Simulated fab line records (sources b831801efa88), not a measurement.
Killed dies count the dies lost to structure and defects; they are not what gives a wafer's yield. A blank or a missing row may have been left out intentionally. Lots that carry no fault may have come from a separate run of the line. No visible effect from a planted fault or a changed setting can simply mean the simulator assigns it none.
Which tool was responsible? || flow sky130 || 18 wafers sampled from 6 lots at 1 step of a route of 708

## WHAT THE GAUGES SHOWED, per wafer
SKY_VT_ADJUST_HVTP_OVL_MEAS_08.
{"lot": "L369", "measured": "day 6 09:47", "on": "overlay-02", "VT_ADJUST_HVTP_OVL (nm)": "1.8 -1.7 -1.3"}
{"lot": "L373", "measured": "day 7 06:08", "on": "overlay-01", "VT_ADJUST_HVTP_OVL (nm)": "1.4 0.8 1.9"}
{"lot": "L379", "measured": "day 9 00:39", "on": "overlay-01", "VT_ADJUST_HVTP_OVL (nm)": "0.7 1.1 0.6"}
{"lot": "L382", "measured": "day 10 04:23", "on": "overlay-01", "VT_ADJUST_HVTP_OVL (nm)": "2.5 2.4 0.6"}
{"lot": "L388", "measured": "day 11 08:32", "on": "overlay-02", "VT_ADJUST_HVTP_OVL (nm)": "0.7 0.5 1.2"}
{"lot": "L390", "measured": "day 11 22:35", "on": "overlay-02", "VT_ADJUST_HVTP_OVL (nm)": "-0.8 -2.0 -0.2"}

## WHICH TOOL RAN EACH LOT (tool, then ch and the chambers of the sampled wafers, then the start)
The record shows no process step preceding these readings.

## THE ANSWER, worked out from the rows above alone
Rule: the usual values come from the lots themselves. Put in order of their means at a reading, lots are off if they are a third of the lots or fewer, leave a main group of 4 or more, and stand apart from it by a gap of 3 or more times the standard deviation of the main group's means; of several such gaps the widest counts. If all means in a main group match to the digits the tables above print for the reading, that group is not used. Also off: a lot with no number at a reading for which 4 or more lots have one. Where the step has rows for the other lots, those lots are counted as sound.
Nothing can be told from this: no lot is off at any reading shown.

## WHAT THE SIMULATOR PUT IN
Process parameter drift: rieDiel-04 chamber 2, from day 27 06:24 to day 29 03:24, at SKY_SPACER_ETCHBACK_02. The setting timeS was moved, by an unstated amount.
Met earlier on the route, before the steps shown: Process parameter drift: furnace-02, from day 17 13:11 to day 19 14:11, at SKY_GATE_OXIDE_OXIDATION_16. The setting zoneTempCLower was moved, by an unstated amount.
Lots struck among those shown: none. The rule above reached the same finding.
